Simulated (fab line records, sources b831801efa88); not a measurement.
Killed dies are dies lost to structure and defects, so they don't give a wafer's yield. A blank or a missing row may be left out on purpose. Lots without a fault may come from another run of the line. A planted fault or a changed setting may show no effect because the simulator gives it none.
Which tool did it? | flow sky130 | 14 lots, 42 wafers sampled, at 3 steps of a route of 708

WHAT THE GAUGES READ, wafer by wafer
SKY_VT_ADJUST_PCH_OVL_MEAS_07.
lot  | measured     | on         | VT_ADJUST_PCH_OVL (nm)
L438 | day 10 11:43 | overlay-02 | 0.5 1.5 1.6
L439 | day 11 00:34 | overlay-01 | 0.9 0.0 -0.1
L440 | day 11 02:45 | overlay-01 | -1.4 -1.5 -2.4
L441 | day 11 07:40 | overlay-01 | 0.7 -0.4 -1.1
L444 | day 12 02:27 | overlay-02 | 0.0 2.1 0.6
L445 | day 12 10:49 | overlay-02 | 0.7 1.6 1.3
L446 | day 12 17:15 | overlay-01 | 0.0 -1.0 -1.5
L450 | day 14 05:34 | overlay-02 | 0.4 -0.6 -1.5
L453 | day 15 04:04 | overlay-01 | 0.3 1.3 0.9
L454 | day 15 09:10 | overlay-02 | 1.7 1.2 0.7
L455 | day 15 21:14 | overlay-02 | -0.3 -1.3 -0.8
L457 | day 16 08:58 | overlay-02 | -0.1 0.0 0.1
L459 | day 17 03:13 | overlay-02 | -0.2 1.1 1.0
L460 | day 17 07:31 | overlay-01 | -1.7 -2.8 -1.8

SKY_SONOS_TUNNEL_TW_MEAS_12.
lot  | measured     | on            | SONOS_TUNNEL_TW
L438 | day 11 11:09 | film_metro-03 | 194.9 193.4 195.0
L439 | day 12 00:47 | film_metro-02 | 198.6 198.7 198.6
L440 | day 12 03:20 | film_metro-02 | 199.0 198.5 198.6
L441 | day 12 07:53 | film_metro-03 | 196.7 197.6 197.3
L444 | day 13 03:46 | film_metro-03 | 195.6 195.4 195.9
L445 | day 13 12:14 | film_metro-03 | 195.1 195.1 195.2
L446 | day 13 20:19 | film_metro-04 | 198.3 198.2 197.7
L450 | day 15 09:22 | film_metro-04 | 198.7 199.0 198.7
L453 | day 16 06:55 | film_metro-02 | 200.1 199.6 199.4
L454 | day 16 12:35 | film_metro-04 | 198.6 198.8 198.4
L455 | day 17 00:36 | film_metro-02 | 199.8 199.6 199.8
L457 | day 17 10:56 | film_metro-02 | 200.8 200.0 200.4
L459 | day 18 10:01 | film_metro-02 | 197.8 198.5 198.3
L460 | day 18 14:19 | film_metro-03 | 196.3 196.4 196.4

SKY_POLY_GATE_THK_MEAS_04.
lot  | measured     | on            | POLY_GATE_CVD_03_THK (nm)
L438 | day 15 08:39 | film_metro-03 | 76.0 75.6 75.6
L439 | day 15 19:04 | film_metro-03 | 75.0 74.8 75.0
L440 | day 17 03:24 | film_metro-03 | 74.5 74.0 73.8
L441 | day 17 03:25 | film_metro-02 | 75.5 75.6 75.9
L444 | day 17 03:28 | film_metro-01 | 75.5 74.9 75.5
L445 | day 17 12:22 | film_metro-02 | 74.9 74.8 74.8
L446 | day 18 01:30 | film_metro-01 | 76.3 76.4 76.7
L450 | day 19 13:49 | film_metro-01 | 75.9 75.1 75.7
L453 | day 21 03:41 | film_metro-01 | 75.6 75.7 74.9
L454 | day 21 07:26 | film_metro-02 | 75.1 74.5 74.8
L455 | day 21 12:53 | film_metro-02 | 76.1 76.2 76.5
L457 | day 21 18:49 | film_metro-03 | 75.4 75.3 75.7
L459 | day 22 16:56 | film_metro-02 | 75.7 75.7 76.1
L460 | day 22 23:06 | film_metro-02 | 74.5 73.9 73.9

WHICH TOOL RAN EACH LOT (tool, then ch and the chambers of the sampled wafers, then the start)
The record holds no process step before these readings.

WHAT THE TOOLS THEMSELVES READ (means of the sampled wafers that have a number; where no wafer has one, the mark that the record gives instead)
The record holds no such reading with a usual standard deviation.

THE ANSWER, worked out from the rows above alone
Rule: what is usual is taken from the lots themselves. Put in order of their means at a reading, lots are off if they are a third of the lots or fewer, leave a main group of 4 or more, and stand apart from it by a gap of 3 or more times the standard deviation of the main group's means; of several such gaps the widest counts. A main group whose means are all the same, to the digits that the tables above print for the reading, isn't used. A lot without any number at a reading at which 4 lots or more have one is off too. The other lots that the step has rows for count as sound. The gauges are gone through in route order, then the tools' own readings, and for those a lot's mean is taken as printed above. The first step at which some lot is off is used, and at that step the reading that is off furthest; a lot without a number counts as furthest.
No lot is off at any reading shown: from this, nothing can be told.

WHAT THE SIMULATOR HAD PUT IN
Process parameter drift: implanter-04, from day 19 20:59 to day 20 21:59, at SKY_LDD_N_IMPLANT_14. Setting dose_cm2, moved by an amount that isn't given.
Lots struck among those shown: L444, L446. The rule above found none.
